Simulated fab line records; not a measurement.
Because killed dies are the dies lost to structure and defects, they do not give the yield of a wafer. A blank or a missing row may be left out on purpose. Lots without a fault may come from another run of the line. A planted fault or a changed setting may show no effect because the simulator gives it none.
Problem report in the 8D (eight disciplines) form, filled by code | flow sky130 | the parts of the form that need people (team, actions taken, sign-off) are left out

== 1. THE PROBLEM ==
Wafers without a fault read 24, standard deviation 5.3; killed at contacts at SKY_PAD_OPEN_PROBE_99 reads a mean of 70 on 6 wafers belonging to 2 lots. That puts it +8.7 standard deviations away from the usual mean.
First seen on wafer L601.1, day 50 01:45, on prober-01. The record holds 24 wafers of 8 lots with a number at this step. The rule behind "out" and "out of limits": a value lying over 4 standard deviations away from the usual mean. All remaining wafers that have a number are taken as sound.

== 2. WHAT IT IS, WHAT IT ISN'T ==
question                    | is                     | is not
which readings at this step | killed at contacts     | killed_at_M0_to_M3, killed_at_M4_up, killed at front end, killed at other, killed open
which lots                  | L601, L602             | L585, L587, L592, L594, L595, L600
which wafers of those lots  | all that have a number | -
read on which tools         | prober-01, prober-02   | -
when                        | from day 50 01:45      | up to then (18 sound wafers)

== 3. SUSPECTS, AND WHAT RULES EACH OUT ==
Counting: a tool at a process step up to the reading stays a suspect if it ran every lot that is out and no sound lot after the first of them.
- rie diel-04 at SKY_CONTACT_ETCH_16 (etches BARC in N2/H2, stops on SiO2, time 45.9 s, target depth 60 nm): kept. It ran every lot that is out, first L601 (day 37 04:29), and no sound lot after that; its last sound lot up to then is L587 (day 32 18:02).
Remaining after the count: rie diel-04 at SKY_CONTACT_ETCH_16.

== 4. THE CAUSE (what the simulator had put in) ==
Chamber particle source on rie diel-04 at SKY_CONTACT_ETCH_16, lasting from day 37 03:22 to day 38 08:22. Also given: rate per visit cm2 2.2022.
Only this tool survived the counting.

== 5. THE CHAIN OF EFFECTS, in route order ==
One row per reading whose mean, taken over the struck wafers that have a number, lies over 3 standard deviations from the usual. Only readings for which the record gives a usual standard deviation are gone through. hours: the time from each lot's start at the first step in this table that gives one to its start at this step, as a median over the lots. sigmas: the change in usual standard deviations.
hours | step                  | reading            | usual | on struck wafers | change | sigmas
0     | SKY_PAD_OPEN_PROBE_99 | killed at contacts | 24    | 70               | +46    | +8.7
0     | SKY_PAD_OPEN_PROBE_99 | killed dies        | 87    | 127              | +40    | +4.0
It contains these process steps:
- SKY_PAD_OPEN_PROBE_99

== 6. HOW IT WOULD HAVE BEEN CAUGHT EARLIER ==
In this record no reading fell out of limits until day 50 01:45, 310 hours after the fault had begun at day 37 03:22.
Tool readings at SKY_CONTACT_ETCH_16 with a usual standard deviation given in the record: none out on any struck wafer, hence no alarm at a limit of 4 standard deviations on them.
All the lots that are out (2) had begun SKY_CONTACT_ETCH_16 on rie diel-04 by day 50 01:45. A hold on the tool at that time would have spared none of them.
